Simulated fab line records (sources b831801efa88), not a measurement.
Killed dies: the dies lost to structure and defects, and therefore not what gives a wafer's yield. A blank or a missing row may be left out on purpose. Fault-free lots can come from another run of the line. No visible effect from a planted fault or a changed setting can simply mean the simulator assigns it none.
A lot that was struck, set against a sound lot -- flow sky130 -- 17 steps out of a route of 708
Sound: the wafers L590.1, L590.2, L590.3. The struck wafers were L584.1, L584.2, L584.3. Last of all comes the cause.
Order at every step that has rows: each side's tool, ch and its chambers, its first start. Under that, the readings that differ: sound wafers -- struck wafers -- difference of the means -- sigmas: that difference in standard deviations of wafers without a fault.
alike: same words and numbers on both sides, and readings whose means sit less than 2 such deviations apart. not compared: any withheld reading, any reading some wafer has no value for, any bound like >300 that may hide the same value, and any number with overlapping values for which the record gives no deviation.
Wherever a step has rows on one side only, a row that says differs or no value, or a row with sigmas, the two part there. Non-overlapping numbers with no deviation appear without sigmas and do not part them. A reading missing from all wafers of one side parts the sides only when that side holds two or more wafers.

first, 1 step without rows for these wafers: SKY_VT_ADJUST_LVTN_IMPLANT_19.
SKY_VT_ADJUST_LVTN_STRIP_20: strips in O2/N2.
  sound on plasmaAsher-04 ch 0,1, day 12 10:55; struck on plasmaAsher-02 ch 0,1, day 10 21:28
  alike: drypumpMotorCurrentA, oesProductAu, stripTimeToEndpointS
  not compared: rfHoursCounterH
SKY_VT_ADJUST_LVTN_TW_MEAS_21:
  sound: filmMetro-01 at day 12 11:01; struck: filmMetro-04 at day 10 21:34
reading,sound,struck,difference,sigmas
VT_ADJUST_LVTN_2_TW,192.5 191.4 191.2,185.1 186.7 186.7,-5.5,-2
then, 7 steps without rows for these wafers: SKY_VT_ADJUST_NCORE_DEHYDRATE_00 (time 60 s); SKY_VT_ADJUST_NCORE_HMDS_01 (prime time 60 s); SKY_VT_ADJUST_NCORE_COAT_02 (resist thk 1140 nm); SKY_VT_ADJUST_NCORE_SOFTBAKE_03 (time 60 s); SKY_VT_ADJUST_NCORE_EXPOSE_04 (exposes mask LVTN COMPLEMENT THIN, target cd 380 nm); SKY_VT_ADJUST_NCORE_PEB_05; SKY_VT_ADJUST_NCORE_DEVELOP_06 (develop time 60 s).
SKY_VT_ADJUST_NCORE_CD_MEAS_07 targets a cd of 380 nm.
  sound: cdSem-02 at day 13 11:28; struck: cdSem-02 at day 11 20:34
  alike: cdNm
SKY_VT_ADJUST_NCORE_OVL_MEAS_08:
  sound: overlay-01 at day 13 11:35; struck: overlay-02 at day 11 20:41
  alike: VT_ADJUST_NCORE_OVL
SKY_VT_ADJUST_NCORE_IMPLANT_09:
  sound on implanter-01 ch 0, day 13 11:37; struck on implanter-03 ch 0, day 11 20:43
reading,sound,struck,difference,sigmas
beamOnS (s),10.15 9.79 10.20,12.16 11.80 11.99,+1.94,+10
endStationPressureTorr (Torr),5.02e-06 4.98e-06 4.8e-06,0.00010053 9.242e-05 9.974e-05,+0.00009263,+99 or more
faradayCurrentUA,13.42 13.81 13.27,11.21 11.59 11.42,-2.09,-7
SKY_VT_ADJUST_NCORE_STRIP_10: strips in O2/N2.
  sound on plasmaAsher-03 ch 0,1, day 13 11:46; struck on plasmaAsher-04 ch 0,1, day 11 20:52
  alike: drypumpMotorCurrentA, oesProductAu, stripTimeToEndpointS
  not compared: rfHoursCounterH
SKY_VT_ADJUST_NCORE_TW_MEAS_11:
  sound: filmMetro-03 at day 13 11:52; struck: filmMetro-02 at day 11 20:58
reading,sound,struck,difference,sigmas
VT_ADJUST_NCORE_TW,217.0 218.3 217.6,231.8 231.9 232.0,+14.3,+12
then, 1 step without rows for these wafers: SKY_VT_ADJUST_HVTR_DEHYDRATE_00 (time 60 s).
-- a jump in the record: the struck wafers' starts before and after are 37 days apart (it breaks off in module VT_ADJUST_HVTR and resumes in module PAD_OPEN, where the first step shown is number 708 of the route) --
SKY_PAD_OPEN_PROBE_99:
  sound: prober-02 at day 49 22:11; struck: prober-02 at day 48 10:32
reading,sound,struck,difference,sigmas
model.etest.nfet_16v.rOnOhmUm,1.433e+04 1.443e+04 1.42e+04,1.568e+04 1.564e+04 1.562e+04,+1.327e+03,
model.etest.pfetG5v0d10v5.rOnOhmUm,4877 4867 4824,4718 4769 4736,-115,
model.etest.tipP.rsOhmSq,6815 6880 6894,6645 6587 6644,-238,
model.etest.nfetG5v0d10v5.rOnOhmUm,1945 1965 1934,2031 2052 2039,+93,
model.etest.resPwellUnderGate.rsOhmSq,2277 2259 2275,2229 2232 2218,-44,
model.etest.tip_p_5v.rsOhmSq,2856 2854 2865,2833 2814 2815,-38,
model.etest.tip_n_5v.rsOhmSq,1406 1408 1404,1416 1411 1424,+11,
  alike: killed_at_M0_to_M3, killed_at_M4_up, killedAtContacts, killedAtFrontEnd, killedAtOther, killedDies, killedOpen, killedShort
  not compared: model.etest.pfet_16v.rOnOhmUm

== WHERE THEY PART ==
Last at SKY_VT_ADJUST_NCORE_TW_MEAS_11 as far as this record goes, first at SKY_VT_ADJUST_LVTN_TW_MEAS_21. Later steps at which nothing parts them and some readings are alike: SKY_PAD_OPEN_PROBE_99.

WHY: whatever the simulator had introduced
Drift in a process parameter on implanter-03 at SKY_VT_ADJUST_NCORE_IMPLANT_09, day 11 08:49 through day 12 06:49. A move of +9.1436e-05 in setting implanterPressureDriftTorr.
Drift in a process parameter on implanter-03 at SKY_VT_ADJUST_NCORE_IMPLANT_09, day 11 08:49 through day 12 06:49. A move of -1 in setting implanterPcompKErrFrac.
